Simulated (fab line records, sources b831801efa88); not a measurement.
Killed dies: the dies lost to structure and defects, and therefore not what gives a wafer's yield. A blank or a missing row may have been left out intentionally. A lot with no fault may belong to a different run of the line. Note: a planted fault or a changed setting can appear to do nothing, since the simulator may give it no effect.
Matching of chambers | flow sky130 | SKY_FIELD_ISO_CMP_27 on cmp-02 has 4 sister chambers
The step polishes, stops on Si3N4, t overpolish 16 s, target thk 457.8 nm. 4 wafers are shown with their chamber, then 8 later ones without.

== WAFERS PAIRED WITH THEIR CHAMBERS ==
wafer  | chamber | motor-current-A (A)
L716.3 | 1       | 11.7
L719.2 | 0       | 11.5
L719.5 | 2       | 13.5
L724.1 | 3       | 13.6

== WAFERS WHOSE CHAMBER IS MISSING ==
wafer  | motor-current-A (A)
L724.3 | 11.0
L724.6 | 11.7
L725.1 | 14.2
L725.3 | 11.4
L725.4 | 13.5
L726.1 | 14.6
L726.3 | 11.9
L726.4 | 13.3

== EACH ONE'S CHAMBER ==
wafer  | from the rows above     | in truth
L724.3 | can't be placed: 0 or 1 | 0
L724.6 | can't be placed: 1 or 0 | 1
L725.1 | can't be placed: 3 or 2 | 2
L725.3 | can't be placed: 0 or 1 | 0
L725.4 | can't be placed: 2 or 3 | 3
L726.1 | can't be placed: 3 or 2 | 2
L726.3 | can't be placed: 1 or 0 | 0
L726.4 | can't be placed: 2 or 3 | 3
Correctly placed: 0 of 8. From these rows, 8 cannot be placed; in 8 the true chamber is one of the candidates. Number placed wrongly: 0.
How it was worked out, from the rows above alone: a wafer's distance from a chamber is the root of the sum, over the readings, of the square of ((its reading less the chamber's mean) divided by the reading's scatter). If the next closest chamber is less than 2 further off than the closest, the wafer can't be placed; otherwise it belongs to the closest. For every chamber, the mean is computed from those of its wafers that are shown. The scatter: with one shown wafer a chamber, the root of the mean of the squares of how far each hidden wafer lies from its nearest shown one.
